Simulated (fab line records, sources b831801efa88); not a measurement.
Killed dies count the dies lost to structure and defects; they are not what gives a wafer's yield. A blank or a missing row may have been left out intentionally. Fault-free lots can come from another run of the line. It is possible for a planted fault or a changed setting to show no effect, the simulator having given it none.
Problem report in the 8D (eight disciplines) form, filled by code | flow sky130 | the parts of the form that need people (team, actions taken, sign-off) are left out

## 1. THE ISSUE
Wafers without a fault read 0.4, standard deviation 0.62; killedAtOther at SKY_PAD_OPEN_PROBE_99 reads a mean of 42.7 on 6 wafers belonging to 2 lots. That is +68 standard deviations from the usual mean.
First seen on wafer L985.3, day 48 13:03, on prober-01. The record has a number at this step for 36 wafers belonging to 12 lots. Rule for "out" (also "out of limits"): further than 4 standard deviations from the usual mean. The other wafers with a number count as sound.

## 2. WHAT IT IS AND WHAT IT IS NOT
question                    | is                     | is not
which readings at this step | killedAtOther          | killed_at_M0_to_M3, killed_at_M4_up, killedAtFrontEnd, killedShort
which lots                  | L985, L990             | L100, L101, L978, L979, L982, L993, L994, L995, L997, L999
which wafers of those lots  | all that have a number | -
read on which tools         | prober-01              | prober-02
when                        | from day 48 13:03      | up to then (9 sound wafers); but 21 sound wafers of L100, L101, L993, L994, L995, L997, L999 came after

## 3. WHAT RULES OUT EACH SUSPECT
Counting: any tool at a process step up to the reading is kept as a suspect provided that every lot that is out went through it and no sound lot did after the first of them.
- plasmaAsher-01 at SKY_CAP2M_STRIP_14 (strips in O2/N2): ruled out as a lasting fault. The sound lots L101 went through it after L985, its earliest lot that is out (day 43 18:04).
- plasmaAsher-02 at SKY_METAL5_STRIP_16 (strips in O2/N2): ruled out as a lasting fault. The sound lots L999 went through it after L985, its earliest lot that is out (day 46 16:44).
- prober-01 at SKY_PAD_OPEN_PROBE_99: ruled out as a lasting fault. The sound lots L994, L100, L101 went through it after L985, its earliest lot that is out (day 48 13:03).
Left after counting: nothing in the record.

## 4. THE CAUSE (what the simulator had put in)
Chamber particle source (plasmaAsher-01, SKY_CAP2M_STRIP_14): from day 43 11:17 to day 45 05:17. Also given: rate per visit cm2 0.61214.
It was ruled out by counting, in error; the rule expects a fault to strike all lots run on its tool from its start on, and this fault did not.

## 5. THE EFFECT CHAIN, in route order
Rows list readings where the struck wafers' mean (over those with a number) sits beyond 3 standard deviations from the usual. Readings are gone through only where the record gives a usual standard deviation; hours: the median, over the lots, of the time from a lot's start at the first step in this table giving one to that lot's start at this step; sigmas: the change measured in usual standard deviations.
hours | step                  | reading             | usual  | on struck wafers | change | sigmas
0     | SKY_PAD_OPEN_PROBE_99 | defectLimitedYield  | 82.4 % | 74.9             | -7.5   | -4.2
0     | SKY_PAD_OPEN_PROBE_99 | killedAtOther       | 0.4    | 42.7             | +42.3  | +68
0     | SKY_PAD_OPEN_PROBE_99 | killedDies          | 87     | 124              | +37    | +4.1
0     | SKY_PAD_OPEN_PROBE_99 | sort_bin_5_function | 10.3 % | 15.7             | +5.4   | +4.2
0     | SKY_PAD_OPEN_PROBE_99 | sortNPass           | 405    | 368              | -37    | -4.1
0     | SKY_PAD_OPEN_PROBE_99 | sortYieldPct        | 82.4 % | 74.9             | -7.5   | -4.2
Here are the process steps it includes:
- SKY_PAD_OPEN_PROBE_99

## 6. HOW IT WOULD HAVE BEEN CAUGHT EARLIER
122 hours passed between the start of the fault at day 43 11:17 and the first reading out of limits in this record, taken at day 48 13:03.
No tool reading at SKY_CAP2M_STRIP_14 that has a usual standard deviation in the record was out on any struck wafer, so an alarm limit of 4 standard deviations on those readings would not have fired.
